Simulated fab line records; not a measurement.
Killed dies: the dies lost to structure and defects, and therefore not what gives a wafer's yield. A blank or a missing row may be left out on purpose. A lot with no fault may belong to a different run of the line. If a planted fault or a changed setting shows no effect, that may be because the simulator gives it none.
Chamber matching -- flow sfqLine -- rieDiel-02 running SFQ_TRILAYER_I3_VIA_BARC_OPEN_VIA_ETCH_121: 4 sister chambers
The step etches BARC in O2, target depth 125 nm, time 41.7 s. 7 wafers are shown with their chamber, then 8 later ones without.

## WAFERS PAIRED WITH THEIR CHAMBERS
wafer,chamber,drypumpMotorCurrentA (A),oesProductAu (a.u.)
L807.2,0,5.8,0.689
L810.2,3,6.2,0.683
L812.3,2,6.0,0.686
L813.1,2,6.0,0.684
L813.3,3,6.2,0.689
L813.4,1,5.4,0.691
L818.1,1,5.3,0.682

## WAFERS MISSING THEIR CHAMBER
wafer,drypumpMotorCurrentA (A),oesProductAu (a.u.)
L818.5,6.2,0.687
L818.6,6.0,0.691
L820.3,5.4,0.680
L820.4,6.0,0.680
L820.5,5.4,0.681
L821.1,6.2,0.685
L821.2,6.0,0.685
L821.6,6.0,0.689

## WHICH CHAMBER EACH WENT THROUGH
wafer,from the rows above,in truth
L818.5,3,3
L818.6,2,2
L820.3,1,1
L820.4,2,2
L820.5,1,1
L821.1,3,3
L821.2,2,2
L821.6,2,2
Correct placement for 8 of the 8. From these rows, 0 cannot be placed. 0 placed wrongly.
How it was worked out, from the rows above alone: a wafer's distance from a chamber is the root of the sum, over the readings, of the square of ((its reading less the chamber's mean) divided by the reading's scatter). The wafer belongs to the nearest chamber; if the next one is less than 2 further off, it can't be placed. A chamber's mean is the mean of its shown wafers. The scatter is the square root of a quotient: the sum, over the shown wafers, of each reading's squared deviation from its chamber's mean, divided by wafers minus chambers.
